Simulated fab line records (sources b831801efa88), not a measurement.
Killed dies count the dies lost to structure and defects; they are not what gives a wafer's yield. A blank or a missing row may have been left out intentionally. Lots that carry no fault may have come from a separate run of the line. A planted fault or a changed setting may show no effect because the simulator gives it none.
Which tool is to blame? + flow sky130 + Sampling: 10 lots, 30 wafers, 6 of 708 route steps

== WHAT THE GAUGES SHOWED, per wafer ==
SKY_PASSIVATION_THK_MEAS_03. Usual: PASSIVATION_CVD_02_THK 540 nm, standard deviation 7.
| lot  | measured     | on            | PASSIVATION_CVD_02_THK (nm) | flag |
|------|--------------|---------------|-----------------------------|------|
| L966 | day 43 23:22 | film metro-01 | 535 552 537                 |      |
| L967 | day 44 07:41 | film metro-02 | 541 544 546                 |      |
| L970 | day 45 10:02 | film metro-04 | 550 543 548                 |      |
| L972 | day 45 19:50 | film metro-01 | 535 539 457 535 539 457     | OFF  |
| L974 | day 46 13:23 | film metro-02 | 532 529 536                 |      |
| L977 | day 47 05:47 | film metro-04 | 546 544 551                 |      |
| L978 | day 47 11:37 | film metro-01 | 540 541 551                 |      |
| L979 | day 47 13:28 | film metro-02 | 537 536 540                 |      |
| L980 | day 47 21:35 | film metro-04 | 539 537 548                 |      |
| L985 | day 49 21:04 | film metro-04 | 528 532 549                 |      |

SKY_PAD_OPEN_BOW_MEAS_13. Usual: PAD_OPEN_BOW 46 um, standard deviation 9.6.
| lot  | measured     | on            | PAD_OPEN_BOW (um) | flag |
|------|--------------|---------------|-------------------|------|
| L966 | day 45 20:31 | film metro-03 | 67 64 66          |      |
| L967 | day 46 03:44 | film metro-02 | 37 50 46          |      |
| L970 | day 47 04:44 | film metro-02 | 46 41 51          |      |
| L972 | day 47 13:20 | film metro-03 | 42 43 35          |      |
| L974 | day 48 07:06 | film metro-01 | 45 41 39          |      |
| L977 | day 48 21:24 | film metro-03 | 40 42 43          |      |
| L978 | day 49 02:45 | film metro-03 | 41 45 49          |      |
| L979 | day 49 05:07 | film metro-01 | 43 38 51          |      |
| L980 | day 49 11:58 | film metro-02 | 42 39 37          |      |
| L985 | day 51 07:34 | film metro-02 | 48 48 43          |      |

== TOOL THAT RAN EACH LOT (tool first, then ch and the chambers of the sampled wafers, then the start) ==
| lot  | SKY_VIA3_CMP_24               | SKY_METAL4_SPUTTER_04        | SKY_PASSIVATION_CVD_02          | SKY_PASSIVATION_ETCH_11            |
|------|-------------------------------|------------------------------|---------------------------------|------------------------------------|
| L966 | cmp-02 ch 0,1, day 39 19:28   | pvd sputter-01, day 39 19:49 | pecvd-04 ch 0,1, day 43 23:08   | rie diel-02 ch 0,1,2, day 44 21:19 |
| L967 | cmp-02 ch 0,1,3, day 40 05:02 | pvd sputter-04, day 40 05:26 | pecvd-03 ch 0,2, day 44 07:27   | rie diel-02 ch 0,1,2, day 45 04:22 |
| L970 | cmp-01 ch 1,2,3, day 41 10:25 | pvd sputter-01, day 41 10:50 | pecvd-03 ch 0,1, day 45 09:49   | rie diel-04 ch 0,1,3, day 46 06:49 |
| L972 | cmp-01 ch 0,2,3, day 41 21:59 | pvd sputter-01, day 41 22:23 | pecvd-03 ch 0,1,2, day 45 19:37 | rie diel-03 ch 0,1,2, day 46 16:02 |
| L974 | cmp-02 ch 1,3, day 42 17:36   | pvd sputter-03, day 42 17:57 | pecvd-04 ch 0,1, day 46 13:10   | rie diel-04 ch 1,2, day 47 09:14   |
| L977 | cmp-02 ch 1,2, day 43 11:00   | pvd sputter-03, day 43 11:24 | pecvd-04 ch 0,1,2, day 47 05:34 | rie diel-02 ch 0,2, day 48 00:28   |
| L978 | cmp-01 ch 0,1,3, day 43 19:41 | pvd sputter-04, day 43 19:56 | pecvd-03 ch 0,1, day 47 11:22   | rie diel-02 ch 0,3, day 48 06:23   |
| L979 | cmp-02 ch 0,3, day 43 21:02   | pvd sputter-01, day 43 21:26 | pecvd-03 ch 0,1, day 47 13:07   | rie diel-02 ch 1,3, day 48 08:37   |
| L980 | cmp-01 ch 0,1,3, day 44 08:06 | pvd sputter-03, day 44 08:30 | pecvd-02 ch 0,1,2, day 47 21:22 | rie diel-02 ch 0,2, day 48 16:07   |
| L985 | cmp-01 ch 1,2,3, day 46 13:55 | pvd sputter-04, day 46 14:13 | pecvd-04 ch 1,2, day 49 20:51   | rie diel-04 ch 1,2, day 50 13:01   |
- SKY_VIA3_CMP_24: polishes, stops on SiO2, t overpolish 20 s, target thk 0 nm.
- SKY_METAL4_SPUTTER_04: material TiN, target thk 70 nm, time 58.3 s.
- SKY_PASSIVATION_CVD_02: deposits Si3N4, target thk 540 nm.
- SKY_PASSIVATION_ETCH_11: etches the open film in CF4/O2, stops on AlCu, target depth 725 nm, time 161.1 s.

== AS READ BY THE TOOLS THEMSELVES (means over the sampled wafers that have a number; for cases with no such wafer, the mark the record gives instead) ==
SKY_VIA3_CMP_24. Usual: motor current A 11.4 A, standard deviation 1.2; overpolish run s 20.000 s, standard deviation 0.0094; time to endpoint s 95 s, standard deviation 4.
| lot  | tool   | motor current A (A) | overpolish run s (s) | time to endpoint s (s) | flag |
|------|--------|---------------------|----------------------|------------------------|------|
| L966 | cmp-02 | 10.2                | 20.005               | 95                     |      |
| L967 | cmp-02 | 10.7                | 19.992               | 93                     |      |
| L970 | cmp-01 | 11.2                | 19.994               | 97                     |      |
| L972 | cmp-01 | 11.2                | 19.994               | 96                     |      |
| L974 | cmp-02 | 11.0                | 19.993               | 94                     |      |
| L977 | cmp-02 | 12.5                | 19.989               | 96                     |      |
| L978 | cmp-01 | 12.0                | 20.006               | 96                     |      |
| L979 | cmp-02 | 10.8                | 19.999               | 100                    |      |
| L980 | cmp-01 | 12.0                | 20.003               | 97                     |      |
| L985 | cmp-01 | 11.0                | 20.004               | 98                     |      |

SKY_METAL4_SPUTTER_04. Usual: chamber pressure pa 0.3999 Pa, standard deviation 0.0008; throttle valve pct 30.6 %, standard deviation 0.99.
| lot  | tool           | chamber pressure pa (Pa) | throttle valve pct (%) | flag |
|------|----------------|--------------------------|------------------------|------|
| L966 | pvd sputter-01 | 0.4004                   | 31.0                   |      |
| L967 | pvd sputter-04 | 0.3994                   | 30.9                   |      |
| L970 | pvd sputter-01 | 0.3998                   | 30.7                   |      |
| L972 | pvd sputter-01 | 0.3999                   | 30.8                   |      |
| L974 | pvd sputter-03 | 0.3992                   | 29.9                   |      |
| L977 | pvd sputter-03 | 0.3995                   | 31.6                   |      |
| L978 | pvd sputter-04 | 0.3997                   | 30.9                   |      |
| L979 | pvd sputter-01 | 0.3995                   | 30.6                   |      |
| L980 | pvd sputter-03 | 0.4001                   | 29.6                   |      |
| L985 | pvd sputter-04 | 0.4001                   | 31.3                   |      |

SKY_PASSIVATION_CVD_02. Usual: heater power w 730 W, standard deviation 100; rf fwd power W 448.8 W, standard deviation 1.4.
| lot  | tool     | heater power w (W) | rf fwd power W (W) | flag |
|------|----------|--------------------|--------------------|------|
| L966 | pecvd-04 | 747                | 449.0              |      |
| L967 | pecvd-03 | 833                | 448.0              |      |
| L970 | pecvd-03 | 826                | 448.8              |      |
| L972 | pecvd-03 | 799                | 388.5              | OFF  |
| L974 | pecvd-04 | 734                | 447.9              |      |
| L977 | pecvd-04 | 780                | 449.6              |      |
| L978 | pecvd-03 | 818                | 446.5              |      |
| L979 | pecvd-03 | 731                | 449.0              |      |
| L980 | pecvd-02 | 668                | 448.9              |      |
| L985 | pecvd-04 | 789                | 449.8              |      |

SKY_PASSIVATION_ETCH_11. Usual: O2_flow_sccm 9.997 sccm, standard deviation 0.028; bias w 150.0 W, standard deviation 0.46; drypump motor current A 5.5 A, standard deviation 0.33; oes product au 0.978 a.u., standard deviation 0.0072; throttle valve pct 5.965 %, standard deviation 0.0093.
| lot  | tool        | O2_flow_sccm (sccm) | bias w (W) | drypump motor current A (A) | oes product au (a.u.) | throttle valve pct (%) | flag |
|------|-------------|---------------------|------------|-----------------------------|-----------------------|------------------------|------|
| L966 | rie diel-02 | 9.966               | 150.3      | 5.4                         | 0.980                 | 5.973                  |      |
| L967 | rie diel-02 | 9.995               | 150.0      | 5.4                         | 0.982                 | 5.971                  |      |
| L970 | rie diel-04 | 10.023              | 149.9      | 5.2                         | 0.982                 | 5.959                  |      |
| L972 | rie diel-03 | 9.993               | 149.7      | 5.7                         | 0.951                 | 5.957                  | OFF  |
| L974 | rie diel-04 | 9.982               | 150.3      | 5.5                         | 0.970                 | 5.959                  |      |
| L977 | rie diel-02 | 10.004              | 149.9      | 5.3                         | 0.985                 | 5.971                  |      |
| L978 | rie diel-02 | 9.994               | 150.0      | 5.7                         | 0.981                 | 5.951                  |      |
| L979 | rie diel-02 | 9.992               | 150.2      | 5.6                         | 0.980                 | 5.958                  |      |
| L980 | rie diel-02 | 9.988               | 150.0      | 5.4                         | 0.982                 | 5.969                  |      |
| L985 | rie diel-04 | 10.018              | 150.1      | 5.2                         | 0.977                 | 5.976                  |      |

== THE ANSWER, worked out from the rows above alone ==
Rule: a lot counts as off when the mean over its wafers that have a number is more than 3 standard deviations away from the usual mean. Also off: a lot with no number at a reading for which 4 or more lots have one. All remaining lots with rows at the step are treated as sound. The gauges are gone through in route order, then the tools' own readings, and for those a lot's mean is taken as printed above. The first step at which some lot is off is used, and at that step the reading that is off furthest; a lot without a number counts as furthest.
Off: at SKY_PASSIVATION_THK_MEAS_03 (PASSIVATION_CVD_02_THK), L972.
If a tool, at a process step before that reading, ran all the lots that are off and no sound lot after the first of them, it fits. The gauges at SKY_PASSIVATION_THK_MEAS_03 aren't tried: what is off there is off at SKY_PASSIVATION_CVD_02 too, on other tools, and a gauge's error can't cause that. Of those tried, none fits.

== WHAT THE SIMULATOR HAD INSERTED ==
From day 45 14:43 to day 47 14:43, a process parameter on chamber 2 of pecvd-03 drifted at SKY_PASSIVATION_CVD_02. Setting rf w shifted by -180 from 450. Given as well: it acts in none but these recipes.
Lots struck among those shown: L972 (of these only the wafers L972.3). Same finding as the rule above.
